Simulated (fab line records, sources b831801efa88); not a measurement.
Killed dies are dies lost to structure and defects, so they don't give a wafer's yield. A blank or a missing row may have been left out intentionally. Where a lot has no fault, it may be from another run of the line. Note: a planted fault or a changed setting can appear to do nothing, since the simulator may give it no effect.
One fault through the eyes of 2 desks    flow gf180mcu    every desk sees just its own numbers, and what lay behind them comes last

FOR THE TOOL OWNER'S DESK: implanter-03
GF_MVPSD_IMPLANT_08, tool's own readings: per-lot mean of the sampled wafers with a number, covering each lot this tool ran. The brackets show how far a lot's mean lies from the usual mean; more than 4 standard deviations puts the lot out of limits, marked OUT.
Columns: A = dose ions cm2 at GF_MVPSD_IMPLANT_08, usual 1.4997e+13
lot   first seen here  A
L259  day 5 16:07      1.4986e+13
L260  day 5 19:37      1.4995e+13
L262  day 6 09:16      1.5003e+13
L265  day 7 04:25      1.4989e+13
L268  day 7 20:55      1.4702e+13 (-16) OUT
L269  day 8 02:34      1.4705e+13 (-15) OUT
This desk's finding: out of limits on L268, L269; first on L268, day 7 20:55 (dose ions cm2 at GF_MVPSD_IMPLANT_08). Within limits: L259, L260, L262, L265.

AT THE METROLOGY DESK
What the gauges read, lot by lot, whatever tool the lot ran on: means of the sampled wafers that have a number. The brackets show how far a lot's mean lies from the usual mean; more than 4 standard deviations puts the lot out of limits, marked OUT.
Columns: A = MVPSD_RS at GF_VT_IMPLANT_RS_MEAS_49, usual 1169.2 ohm/sq; B = PSD_OVL at GF_PSD_OVL_MEAS_08, usual 0.1 nm; C = CONTACT_BOW at GF_CONTACT_BOW_MEAS_05, usual 66 um
lot   first seen here  A                  B     C
L257  day 7 16:44      1169.7             0.7   74
L258  day 7 23:19      1168.8             -1.2  71
L259  day 8 08:11      1167.2             0.4   66
L260  day 8 12:00      1169.3             -0.1  67
L262  day 9 04:16      1169.0             0.8   70
L263  day 9 13:02      1169.1             0.0   64
L265  day 10 01:20     1168.2             0.9   71
L268  day 10 18:42     1180.5 (+4.5) OUT  1.0   70
L269  day 10 23:43     1183.4 (+5.7) OUT  -0.7  68
L277  day 13 05:56     1169.8             0.0   59
L278  day 13 10:47     1171.5             -1.6  70
L280  day 14 04:00     1164.5             1.1   64
Per this desk, out of limits: L268, L269; the first was L268, day 10 18:42 (MVPSD_RS at GF_VT_IMPLANT_RS_MEAS_49). Within limits: L257, L258, L259, L260, L262, L263, L265, L277, L278, L280.

BROUGHT TOGETHER
At day 7 20:55, on L268, L269, the tool owner's desk was in a position to raise an alarm.
On L268, L269, the metrology desk was in a position to raise an alarm at day 10 18:42.
The lots listed all ran GF_MVPSD_IMPLANT_08 on implanter-03.

WHAT WAS PUT IN BY THE SIMULATOR
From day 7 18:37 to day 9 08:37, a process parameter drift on implanter-03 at GF_MVPSD_IMPLANT_08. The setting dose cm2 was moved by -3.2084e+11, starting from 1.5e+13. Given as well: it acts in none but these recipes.
Lots struck among those shown: L268, L269.
Fault start to first reading out of limits, in hours, per desk: tool owner, 2; metrology, 72.
